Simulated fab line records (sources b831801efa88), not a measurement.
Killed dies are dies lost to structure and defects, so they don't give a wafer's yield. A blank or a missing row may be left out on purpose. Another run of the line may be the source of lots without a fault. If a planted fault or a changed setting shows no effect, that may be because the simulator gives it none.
fab line records + flow sky130
[record]
- lots = 6
- wafers = 18
- last_day = 50
route steps=708 shown VIA4@644 PAD_OPEN@708
lots that met no fault: taken from a fault-free run of the same line
start_h: start of the lot's first displayed wafer, in hours after the record's first day + wait_h: hours since the lot's step before + " repeats the value in the row above + L1.1+2: one row covering several wafers at once + - value missing, or start not given + * or withheld: withheld + < > ~ a bound
route shown NAME@n: NAME is a module with steps in the file, n the number in the route of the first one + usual: mean/standard deviation of fault-free wafers + same: alike in all rows + chamber/n: place in a boat + sites: each site's reading + _std_site: how widely they spread, as a standard deviation + _edge_site: the outer-site mean with the inner-site mean subtracted + radius_mm: how far each site lies from the wafer's centre + mask NAME#n: copy n + behind: the last tool/chamber to shape the wafer + hold: what put the lot on hold/how long, in hours/how the hold closed + device: which transistor (n, p or np) failed to switch + end of line: tests run on the same wafers once the route is complete + a step given without rows: its recipe and nothing more + killed: the dies lost at the first sort to structure and to defects; this is not the yield of the wafer + map: dies across one wafer; x = killed, . = not, _ = none there
set.NAME: the setting that was run; set.NAME@STEP: the one run at that earlier step + model.NAME: the simulator's own value behind a step, which no gauge read
lots seen at some steps along the route; tables by step, rows by wafer
services: the hour from which a tool's chamber was out of use, counted from the record's first day as start_h (under 0 if before that day), plus the number of hours and why
[[steps]]
[step SKY_VIA4_HMDS_05]
[recipe]
- prime_time_s = 60
- prime_temp_c = 120
[step SKY_VIA4_COAT_06]
[recipe]
- resist = NOVOLAK
- spin_rpm = 3000
- resist_thk_nm = 1140
[step SKY_VIA4_SOFTBAKE_07]
[recipe]
- temp_c = 90
- time_s = 57.09
- resist = NOVOLAK
[step SKY_VIA4_EXPOSE_08]
[recipe]
- mask_id = VIM4
- na = 0.6
- source_shape = conventional
- sigma_outer = 0.6
- polarization = unpolarized
- target_cd_nm = 800
- dose_mj = 132
[step SKY_VIA4_PEB_09]
[recipe]
- temp_c = withheld
- time_s = *
- resist = NOVOLAK
[step SKY_VIA4_DEVELOP_10]
[recipe]
- resist = NOVOLAK
- developer = TMAH
- develop_time_s = 60
- dev_temp_c = 23
[step SKY_VIA4_OVL_MEAS_11]
[usual]
- VIA4_OVL = -0.3/1.5
| lot.wafer | tool       | chamber | start_h | wait_h | VIA4_OVL[nm] |
|-----------|------------|---------|---------|--------|--------------|
| L648.2    | overlay-02 | -       | 1014.93 | 0.1    | -2.6         |
| L648.3    | "          | -       | "       | "      | 0.8          |
| L648.4    | "          | -       | "       | "      | 0.2          |
| L656.3    | overlay-02 | -       | 1060.54 | 0.1    | -1.5         |
| L656.5    | "          | -       | "       | "      | -2.9         |
| L656.6    | "          | -       | "       | "      | -2.9         |
| L659.1    | overlay-01 | -       | 1087.12 | 0.1    | 1.1          |
| L659.3    | "          | -       | "       | "      | 0.3          |
| L659.6    | "          | -       | "       | "      | 0.1          |
| L661.1    | overlay-02 | -       | 1087.78 | 0.1    | -1.4         |
| L661.4    | "          | -       | "       | "      | 1.2          |
| L661.5    | "          | -       | "       | "      | -0.6         |
| L668.2    | overlay-01 | -       | 1130.03 | 0.1    | 0.1          |
| L668.3    | "          | -       | "       | "      | -1.3         |
| L668.6    | "          | -       | "       | "      | 0.4          |
| L670.1    | overlay-01 | -       | 1142.33 | 0.1    | -0.5         |
| L670.3    | "          | -       | "       | "      | 0.5          |
| L670.6    | "          | -       | "       | "      | -1.4         |
[step SKY_VIA4_ETCH_12]
[recipe]
- target = SiO2
- chemistry = C4F8/O2/Ar
- stop_on = TiN
- mask_material = NOVOLAK
- source_w = 1500
- bias_w = 1200
- pressure_mtorr = 40
- c4f8_flow_sccm = withheld
- O2_flow_sccm = 6
- Ar_flow_sccm = 300
- time_s = withheld
- target_depth_a = 5800
[usual]
- oes_product_au = 0.926/0.0045
| lot.wafer | tool        | chamber | start_h | wait_h | oes_product_au |
|-----------|-------------|---------|---------|--------|----------------|
| L648.2    | rie_diel-01 | 2       | 1014.96 | 0.0    | 0.937          |
| L648.3    | "           | 0       | "       | "      | 0.920          |
| L648.4    | "           | 3       | "       | "      | 0.919          |
| L656.3    | rie_diel-01 | 0       | 1060.56 | 0.0    | 0.934          |
| L656.5    | "           | 1       | "       | "      | 0.927          |
| L656.6    | "           | 2       | "       | "      | 0.928          |
| L659.1    | rie_diel-02 | 1       | 1087.15 | 0.0    | 0.929          |
| L659.3    | "           | 3       | "       | "      | 0.918          |
| L659.6    | "           | 3       | "       | "      | 0.924          |
| L661.1    | rie_diel-01 | 2       | 1087.81 | 0.0    | 0.924          |
| L661.4    | "           | 1       | "       | "      | 0.926          |
| L661.5    | "           | 1       | "       | "      | 0.924          |
| L668.2    | rie_diel-02 | 3       | 1130.06 | 0.0    | 0.924          |
| L668.3    | "           | 1       | "       | "      | 0.931          |
| L668.6    | "           | 3       | "       | "      | 0.922          |
| L670.1    | rie_diel-02 | 2       | 1142.37 | 0.0    | 0.927          |
| L670.3    | "           | 1       | "       | "      | 0.926          |
| L670.6    | "           | 0       | "       | "      | 0.927          |
[step SKY_VIA4_STRIP_13]
[recipe]
- chemistry = O2/N2
- power_w = 1400
- pressure_mtorr = 1500
- platen_temp_c = withheld
- o2_flow_sccm = 3000
- n2_flow_sccm = 300
- overash_fraction = 0.5
[usual]
- drypump_motor_current_A = 5.4/0.45
- oes_product_au = 0.709/0.0048
- strip_time_to_endpoint_s = 12.81/0.038
| lot.wafer | tool            | chamber | start_h | wait_h | drypump_motor_current_A | oes_product_au | rf_hours_counter_h | strip_time_to_endpoint_s |
|-----------|-----------------|---------|---------|--------|-------------------------|----------------|--------------------|--------------------------|
| L648.2    | plasma_asher-04 | 0       | 1015.04 | -      | 5.4                     | 0.709          | 60                 | 12.81                    |
| L648.3    | "               | 1       | "       | "      | 5.8                     | 0.708          | -                  | 12.83                    |
| L648.4    | "               | 0       | "       | "      | 5.4                     | 0.707          | -                  | 12.86                    |
| L656.3    | plasma_asher-04 | 1       | 1060.67 | -      | 5.8                     | 0.708          | -                  | 12.84                    |
| L656.5    | "               | 0       | "       | "      | 5.4                     | 0.711          | -                  | 12.80                    |
| L656.6    | "               | 1       | "       | "      | 5.8                     | 0.708          | -                  | 12.83                    |
| L659.1    | plasma_asher-02 | 0       | 1087.23 | -      | 5.5                     | 0.713          | 2                  | 12.78                    |
| L659.3    | "               | 0       | "       | "      | 5.5                     | 0.714          | -                  | 12.84                    |
| L659.6    | "               | 1       | "       | "      | 4.8                     | 0.706          | -                  | 12.78                    |
| L661.1    | plasma_asher-03 | 0       | 1087.89 | -      | 6.2                     | 0.700          | 99                 | 12.79                    |
| L661.4    | "               | 1       | "       | "      | 5.3                     | 0.715          | -                  | 12.81                    |
| L661.5    | "               | 1       | "       | "      | 5.3                     | 0.708          | -                  | 12.81                    |
| L668.2    | plasma_asher-04 | 0       | 1130.13 | -      | 5.4                     | 0.707          | 72                 | 12.81                    |
| L668.3    | "               | 0       | "       | "      | 5.4                     | 0.712          | -                  | 12.79                    |
| L668.6    | "               | 0       | "       | "      | 5.4                     | 0.716          | -                  | 12.82                    |
| L670.1    | plasma_asher-03 | 1       | 1142.44 | -      | 5.3                     | 0.710          | 104                | 12.87                    |
| L670.3    | "               | 1       | "       | "      | 5.3                     | 0.714          | -                  | 12.95                    |
| L670.6    | "               | 0       | "       | "      | 6.2                     | 0.718          | -                  | 12.88                    |
[step SKY_VIA4_STRIP_14]
[recipe]
- chemistry = post_etch_residue_remover
- time_s = 1200
- temp_c = 72.5
[step SKY_VIA4_CLEAN_15]
[recipe]
- chemistry = IPA
- time_s = 180
- temp_c = 25
[step SKY_VIA4_CLEAN_16]
[recipe]
- chemistry = O3/DIW
- dry = n2_spin
[step SKY_VIA4_SPUTTER_17]
[recipe]
- material = TiN
- target_thk_nm = 20
- chamber_pressure_pa = 5
- power_w = 4000
- time_s = 80
[usual]
- cathode_dc_power_W = 4000.0/0.68
- chamber_pressure_pa = 4.999/0.0079
- throttle_valve_pct = 29.9/1.2
| lot.wafer | tool           | chamber | start_h | wait_h | cathode_dc_power_W | chamber_pressure_pa | throttle_valve_pct |
|-----------|----------------|---------|---------|--------|--------------------|---------------------|--------------------|
| L648.2    | pvd_sputter-03 | -       | 1015.67 | 0.0    | 3999.5             | 5.004               | 30.0               |
| L648.3    | "              | -       | "       | "      | 3999.2             | 5.004               | 30.0               |
| L648.4    | "              | -       | "       | "      | 4000.9             | 5.011               | 29.9               |
| L656.3    | pvd_sputter-04 | -       | 1061.23 | 0.0    | 4000.7             | 4.996               | 29.6               |
| L656.5    | "              | -       | "       | "      | 3999.5             | 4.995               | 28.9               |
| L656.6    | "              | -       | "       | "      | 3999.8             | 5.003               | 32.9               |
| L659.1    | pvd_sputter-04 | -       | 1087.88 | 0.0    | -                  | -                   | -                  |
| L659.3    | "              | -       | "       | "      | -                  | -                   | -                  |
| L659.6    | "              | -       | "       | "      | -                  | -                   | -                  |
| L661.1    | pvd_sputter-02 | -       | 1088.48 | 0.0    | -                  | -                   | -                  |
| L661.4    | "              | -       | "       | "      | -                  | -                   | -                  |
| L661.5    | "              | -       | "       | "      | -                  | -                   | -                  |
| L668.2    | pvd_sputter-02 | -       | 1130.72 | 0.0    | 3999.4             | 5.003               | 31.1               |
| L668.3    | "              | -       | "       | "      | 4000.0             | 4.993               | 30.0               |
| L668.6    | "              | -       | "       | "      | 3999.4             | 4.998               | 31.1               |
| L670.1    | pvd_sputter-03 | -       | 1143.06 | 0.0    | 3998.9             | 4.993               | 28.0               |
| L670.3    | "              | -       | "       | "      | 4000.4             | 4.998               | 29.8               |
| L670.6    | "              | -       | "       | "      | 4001.2             | 5.004               | 30.1               |
[step SKY_VIA4_CVD_18]
[recipe]
- material = W
- target_thk_nm = 505
- time_s = 152.14
- temp_c = 400
- pressure_torr = 40
[usual]
- heater_power_w = 920/52
| lot.wafer | tool     | chamber | start_h | wait_h | heater_power_w | since_wet_clean_h |
|-----------|----------|---------|---------|--------|----------------|-------------------|
| L648.2    | cvd_w-01 | 0       | 1015.73 | 0.0    | 846            | 98                |
| L648.3    | "        | 0       | "       | "      | 816            | -                 |
| L648.4    | "        | 1       | "       | "      | 970            | -                 |
| L656.3    | cvd_w-02 | 0       | 1061.34 | 0.1    | 902            | -                 |
| L656.5    | "        | 0       | "       | "      | 906            | -                 |
| L656.6    | "        | 1       | "       | "      | 946            | -                 |
| L659.1    | cvd_w-02 | 0       | 1087.95 | 0.0    | 905            | 684               |
| L659.3    | "        | 0       | "       | "      | 890            | -                 |
| L659.6    | "        | 1       | "       | "      | 964            | -                 |
| L661.1    | cvd_w-02 | 1       | 1088.54 | 0.0    | 965            | 685               |
| L661.4    | "        | 1       | "       | "      | 975            | -                 |
| L661.5    | "        | 0       | "       | "      | 882            | -                 |
| L668.2    | cvd_w-01 | 0       | 1130.79 | 0.0    | 845            | 213               |
| L668.3    | "        | 0       | "       | "      | 845            | -                 |
| L668.6    | "        | 1       | "       | "      | 945            | -                 |
| L670.1    | cvd_w-01 | 0       | 1143.13 | 0.0    | 876            | 225               |
| L670.3    | "        | 0       | "       | "      | 854            | -                 |
| L670.6    | "        | 1       | "       | "      | 982            | -                 |
[step SKY_PAD_OPEN_PROBE_99]
[usual]
- defect_limited_yield = 82.9/1.8
- killed_at_M0_to_M3 = 42/7.2
- killed_at_M4_up = 3.2/1.8
- killed_at_contacts = 24/5.4
- killed_at_front_end = 15/4
- killed_at_other = 0.3/0.59
- killed_dies = 84/9
- killed_on_rim = 17/3.3
- killed_open = 46/7.1
- killed_short = 38/6
- sort_bin_3_pad_short = 0.8/0.41
- sort_bin_5_function = 10.1/1.3
- sort_bin_6_memory = 6.3/1.2
- sort_n_pass = 408/9
- sort_yield_pct = 82.9/1.8
[same]
- gross_dies = 492
- killed_at_back_side = 0
- sort_bin_4_leakage[%] = 0
- sort_bin_8_speed[%] = 0
| lot.wafer | tool      | chamber | start_h | wait_h | defect_limited_yield[%] | killed_at_M0_to_M3 | killed_at_M4_up | killed_at_contacts | killed_at_front_end | killed_at_other | killed_dies | killed_on_rim | killed_open | killed_short | sort_bin_3_pad_short[%] | sort_bin_5_function[%] | sort_bin_6_memory[%] | sort_n_pass | sort_yield_pct[%] |
|-----------|-----------|---------|---------|--------|-------------------------|--------------------|-----------------|--------------------|---------------------|-----------------|-------------|---------------|-------------|--------------|-------------------------|------------------------|----------------------|-------------|-------------------|
| L648.2    | prober-01 | -       | 1087.50 | 0.1    | 82.3                    | 47                 | 2               | 22                 | 15                  | 1               | 87          | 19            | 44          | 42           | 1.0                     | 11.0                   | 5.7                  | 405         | 82.3              |
| L648.3    | prober-01 | -       | 1087.55 | 0.2    | 82.1                    | 31                 | 3               | 33                 | 21                  | 0               | 88          | 14            | 55          | 33           | 1.0                     | 10.8                   | 6.1                  | 404         | 82.1              |
| L648.4    | prober-01 | -       | 1087.60 | 0.2    | 84.8                    | 38                 | 5               | 18                 | 14                  | 0               | 75          | 13            | 33          | 42           | 2.0                     | 7.7                    | 5.5                  | 417         | 84.8              |
| L656.3    | prober-01 | -       | 1128.66 | 0.2    | 82.1                    | 41                 | 4               | 24                 | 19                  | 0               | 88          | 21            | 44          | 44           | 0.4                     | 9.8                    | 7.7                  | 404         | 82.1              |
| L656.5    | prober-01 | -       | 1128.76 | 0.2    | 78.9                    | 44                 | 2               | 32                 | 26                  | 0               | 104         | 17            | 52          | 50           | 0.4                     | 12.4                   | 8.3                  | 388         | 78.9              |
| L656.6    | prober-01 | -       | 1128.81 | 0.2    | 83.3                    | 39                 | 6               | 25                 | 12                  | 0               | 82          | 15            | 39          | 43           | 1.0                     | 10.2                   | 5.5                  | 410         | 83.3              |
| L659.1    | prober-02 | -       | 1154.62 | 0.1    | 0                       | 33                 | 417             | 24                 | 17                  | 1               | 492         | 96            | 48          | 27           | 0.6                     | 92.7                   | 6.7                  | 0           | 0                 |
| L659.3    | prober-02 | -       | 1154.72 | 0.2    | 0                       | 39                 | 415             | 22                 | 16                  | 0               | 492         | 96            | 41          | 36           | 0.8                     | 94.5                   | 4.7                  | 0           | 0                 |
| L659.6    | prober-02 | -       | 1154.87 | 0.2    | 0                       | 40                 | 401             | 27                 | 24                  | 0               | 492         | 96            | 52          | 39           | 0.6                     | 91.5                   | 7.9                  | 0           | 0                 |
| L661.1    | prober-01 | -       | 1154.78 | 0.1    | 0                       | 34                 | 415             | 28                 | 15                  | 0               | 492         | 96            | 41          | 42           | 0.8                     | 93.9                   | 5.3                  | 0           | 0                 |
| L661.4    | prober-01 | -       | 1154.93 | 0.2    | 0                       | 45                 | 409             | 23                 | 15                  | 0               | 492         | 96            | 48          | 37           | 0.6                     | 92.5                   | 6.9                  | 0           | 0                 |
| L661.5    | prober-01 | -       | 1154.98 | 0.2    | 0                       | 52                 | 417             | 15                 | 8                   | 0               | 492         | 96            | 46          | 33           | 0.8                     | 91.9                   | 7.3                  | 0           | 0                 |
// killed by level:class
L648.2 VIA1:geometric_particle:open=12 CONTACT:geometric_particle:open=10 VIA2:geometric_particle:open=6 FIELD_ISO:geometric_particle:open=5 LOCAL_INTERCONNECT:geometric_particle:short=5 METAL2:geometric_particle:short=5 METAL3:geometric_particle:short=5 VIA3:geometric_particle:short=5
L648.3 CONTACT:geometric_particle:open=14 POLY_GATE:geometric_particle:open=8 LI_CONTACT:geometric_particle:open=8 VIA1:geometric_particle:open=7 VIA3:geometric_particle:open=6 POLY_GATE:geometric_particle:short=5 LI_CONTACT:geometric_particle:short=4 FIELD_ISO:geometric_particle:short=3
L648.4 VIA1:geometric_particle:open=8 CONTACT:geometric_particle:short=6 CONTACT:geometric_particle:open=6 VIA1:geometric_particle:short=5 METAL4:geometric_particle:short=5 FIELD_ISO:geometric_particle:short=4 POLY_GATE:geometric_particle:open=4 LI_CONTACT:geometric_particle:short=4
L656.3 VIA1:geometric_particle:open=13 CONTACT:geometric_particle:short=9 VIA2:geometric_particle:short=7 FIELD_ISO:geometric_particle:open=6 CONTACT:geometric_particle:open=6 VIA3:geometric_particle:open=5 POLY_GATE:geometric_particle:open=4 VIA1:geometric_particle:short=4
L656.5 VIA1:geometric_particle:open=13 FIELD_ISO:geometric_particle:short=8 CONTACT:geometric_particle:open=8 FIELD_ISO:geometric_particle:open=7 CONTACT:geometric_particle:short=7 VIA1:geometric_particle:short=7 VIA3:geometric_particle:open=7 LI_CONTACT:geometric_particle:open=6
L656.6 CONTACT:geometric_particle:open=8 VIA1:geometric_particle:open=7 LI_CONTACT:geometric_particle:open=6 VIA1:geometric_particle:short=6 METAL4:geometric_particle:short=6 VIA3:geometric_particle:short=6 VIA2:geometric_particle:open=5 LI_CONTACT:geometric_particle:short=4
L659.1 VIA4:area_sputter=416 LI_CONTACT:geometric_particle:open=9 CONTACT:geometric_particle:open=8 VIA3:geometric_particle:open=7 VIA2:geometric_particle:open=6 POLY_GATE:geometric_particle:open=5 FIELD_ISO:geometric_particle:open=4 VIA1:geometric_particle:open=4
L659.3 VIA4:area_sputter=413 VIA1:geometric_particle:open=13 LOCAL_INTERCONNECT:geometric_particle:short=9 VIA1:geometric_particle:short=5 LI_CONTACT:geometric_particle:open=4 CONTACT:geometric_particle:open=4 VIA2:geometric_particle:open=4 POLY_GATE:geometric_particle:open=3
L661.1 VIA4:area_sputter=408 CONTACT:geometric_particle:open=11 VIA1:geometric_particle:open=9 CONTACT:geometric_particle:short=6 METAL4:geometric_particle:short=6 LI_CONTACT:geometric_particle:short=5 POLY_GATE:geometric_particle:short=4 POLY_GATE:geometric_particle:open=4
L659.6 VIA4:area_sputter=400 VIA1:geometric_particle:open=12 LI_CONTACT:geometric_particle:open=9 CONTACT:geometric_particle:open=7 FIELD_ISO:geometric_particle:open=6 POLY_GATE:geometric_particle:short=6 VIA3:geometric_particle:open=6 METAL1:geometric_particle:short=5
L661.4 VIA4:area_sputter=406 VIA1:geometric_particle:open=15 VIA2:geometric_particle:open=8 CONTACT:geometric_particle:open=6 VIA3:geometric_particle:open=6 LOCAL_INTERCONNECT:geometric_particle:short=5 LI_CONTACT:geometric_particle:open=4 CONTACT:geometric_particle:short=4
L661.5 VIA4:area_sputter=413 VIA1:geometric_particle:open=15 LI_CONTACT:geometric_particle:open=7 METAL3:geometric_particle:short=6 VIA3:geometric_particle:open=6 CONTACT:geometric_particle:open=5 METAL2:geometric_particle:short=5 VIA2:geometric_particle:open=5
// map L659.1 (x killed, . not)
__________xxxxxxxxxx_________
________xxxxxxxxxxxxxx_______
______xxxxxxxxxxxxxxxxxx_____
_____xxxxxxxxxxxxxxxxxxxx____
____xxxxxxxxxxxxxxxxxxxxxx___
___xxxxxxxxxxxxxxxxxxxxxxxx__
__xxxxxxxxxxxxxxxxxxxxxxxxxx_
_xxxxxxxxxxxxxxxxxxxxxxxxxxxx
_xxxxxxxxxxxxxxxxxxxxxxxxxxxx
_xxxxxxxxxxxxxxxxxxxxxxxxxxxx
_xxxxxxxxxxxxxxxxxxxxxxxxxxxx
_xxxxxxxxxxxxxxxxxxxxxxxxxxxx
_xxxxxxxxxxxxxxxxxxxxxxxxxxxx
_xxxxxxxxxxxxxxxxxxxxxxxxxxxx
_xxxxxxxxxxxxxxxxxxxxxxxxxxxx
__xxxxxxxxxxxxxxxxxxxxxxxxxx_
___xxxxxxxxxxxxxxxxxxxxxxxx__
____xxxxxxxxxxxxxxxxxxxxxx___
_____xxxxxxxxxxxxxxxxxxxx____
______xxxxxxxxxxxxxxxxxx_____
________xxxxxxxxxxxxxx_______
__________xxxxxxxxxx_________
// map L661.1 (x killed, . not)
__________xxxxxxxxxx_________
________xxxxxxxxxxxxxx_______
______xxxxxxxxxxxxxxxxxx_____
_____xxxxxxxxxxxxxxxxxxxx____
____xxxxxxxxxxxxxxxxxxxxxx___
___xxxxxxxxxxxxxxxxxxxxxxxx__
__xxxxxxxxxxxxxxxxxxxxxxxxxx_
_xxxxxxxxxxxxxxxxxxxxxxxxxxxx
_xxxxxxxxxxxxxxxxxxxxxxxxxxxx
_xxxxxxxxxxxxxxxxxxxxxxxxxxxx
_xxxxxxxxxxxxxxxxxxxxxxxxxxxx
_xxxxxxxxxxxxxxxxxxxxxxxxxxxx
_xxxxxxxxxxxxxxxxxxxxxxxxxxxx
_xxxxxxxxxxxxxxxxxxxxxxxxxxxx
_xxxxxxxxxxxxxxxxxxxxxxxxxxxx
__xxxxxxxxxxxxxxxxxxxxxxxxxx_
___xxxxxxxxxxxxxxxxxxxxxxxx__
____xxxxxxxxxxxxxxxxxxxxxx___
_____xxxxxxxxxxxxxxxxxxxx____
______xxxxxxxxxxxxxxxxxx_____
________xxxxxxxxxxxxxx_______
__________xxxxxxxxxx_________
[[services]]
| tool            | chamber | start_h | hours | kind       |
|-----------------|---------|---------|-------|------------|
| rie_diel-02     | 1       | 1001.98 | 5.6   | repair     |
| cvd_w-02        | -       | 1005.61 | 28.1  | pm         |
| rie_diel-01     | 0       | 1008.23 | 3.6   | repair     |
| pvd_sputter-02  | -       | 1011.14 | 3.4   | repair     |
| plasma_asher-03 | -       | 1012.01 | 1.4   | repair     |
| plasma_asher-03 | -       | 1034.58 | 5.4   | repair     |
| rie_diel-02     | -       | 1036.24 | 0.4   | repair     |
| plasma_asher-02 | -       | 1055.25 | 9.0   | pm         |
| plasma_asher-02 | 0       | 1055.25 | 9.0   | vent_cycle |
| plasma_asher-02 | 1       | 1055.25 | 9.0   | vent_cycle |
| plasma_asher-02 | 0       | 1064.25 | -     | clean      |
| plasma_asher-02 | 1       | 1064.25 | -     | clean      |
| rie_diel-02     | -       | 1067.59 | 14.6  | pm         |
| cvd_w-01        | -       | 1068.46 | 14.6  | pm         |
| rie_diel-02     | -       | 1105.66 | 2.8   | pm         |
| pvd_sputter-04  | -       | 1122.24 | 18.3  | repair     |
| rie_diel-02     | 2       | 1128.67 | 8.8   | repair     |
| rie_diel-02     | -       | 1132.79 | 0.9   | repair     |
| cvd_w-02        | 0       | 1141.15 | 3.4   | repair     |
[[key]]
[first_sign]
- step = SKY_VIA4_SPUTTER_17
- reading = tool_record
- direction = missing
[effect]
- step = SKY_PAD_OPEN_PROBE_99
- reading = killed_at_M4_up
- direction = up
- sigmas = 99+
- usual = 3.2
- struck = 412.3
[more_kills_born_at]
- SKY_VIA4_SPUTTER_17@pvd_sputter-04 = 1229
- SKY_VIA4_SPUTTER_17@pvd_sputter-02 = 1227
met_at SKY_VIA4_SPUTTER_17
struck_wafers L659.1,L659.3,L659.6,L661.1,L661.4,L661.5
later_rows_left_out L659.1,L659.3,L659.6,L661.1,L661.4,L661.5
onset_between 1061.23 1087.88
[fault]
- kind = skipped_step_whole
- tool = pvd_sputter-02,pvd_sputter-04
- chamber = -
- onset_h = 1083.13
- steps = SKY_VIA4_SPUTTER_17
- scope = struck_lots_only
// later_rows_left_out: the simulator's readings of these wafers behind a module that went badly wrong aren't trusted and aren't shown, but for the sort
